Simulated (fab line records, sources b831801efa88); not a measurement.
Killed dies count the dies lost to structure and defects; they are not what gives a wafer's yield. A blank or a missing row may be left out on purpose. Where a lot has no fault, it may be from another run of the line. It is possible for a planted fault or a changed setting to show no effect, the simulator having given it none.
Matching of chambers    flow gf180mcu    GF_STI_CMP_25 on cmp-01: 4 sister chambers
The step polishes, stops on Si3N4, t overpolish 33 s, target thk 524.6 nm. 4 wafers are shown with their chamber, then 9 later ones without.

EACH WAFER AND ITS CHAMBER
wafer   chamber  motorCurrentA (A)
L444.5  0        12.5
L447.1  3        11.1
L447.5  1        13.7
L447.6  2        11.4

WAFERS MISSING THEIR CHAMBER
wafer   motorCurrentA (A)
L455.1  11.2
L455.2  13.0
L455.5  13.0
L457.1  12.0
L457.2  11.7
L457.4  13.3
L458.2  11.8
L458.3  12.2
L458.4  13.4

THE CHAMBER EACH PASSED THROUGH
wafer   from the rows above           in truth
L455.1  can't be placed: 3 or 2       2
L455.2  can't be placed: 0 or 1       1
L455.5  can't be placed: 0 or 1       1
L457.1  can't be placed: 0 or 2 or 3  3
L457.2  can't be placed: 2 or 3 or 0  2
L457.4  can't be placed: 1 or 0       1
L458.2  can't be placed: 2 or 0 or 3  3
L458.3  can't be placed: 0 or 2       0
L458.4  can't be placed: 1 or 0       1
0 of 9 placed correctly. Not placeable from these rows: 9 (in 9, the candidates include the true chamber). Number placed wrongly: 0.
How it was worked out, from the rows above alone: a wafer's distance from a chamber is the root of the sum, over the readings, of the square of ((its reading less the chamber's mean) divided by the reading's scatter). The wafer belongs to the nearest chamber; if the next one is less than 2 further off, it can't be placed. The mean given for a chamber averages the wafers shown for that chamber. The scatter (one wafer shown for each chamber): square how far every hidden wafer sits from the nearest shown wafer, average those squares and take the square root.
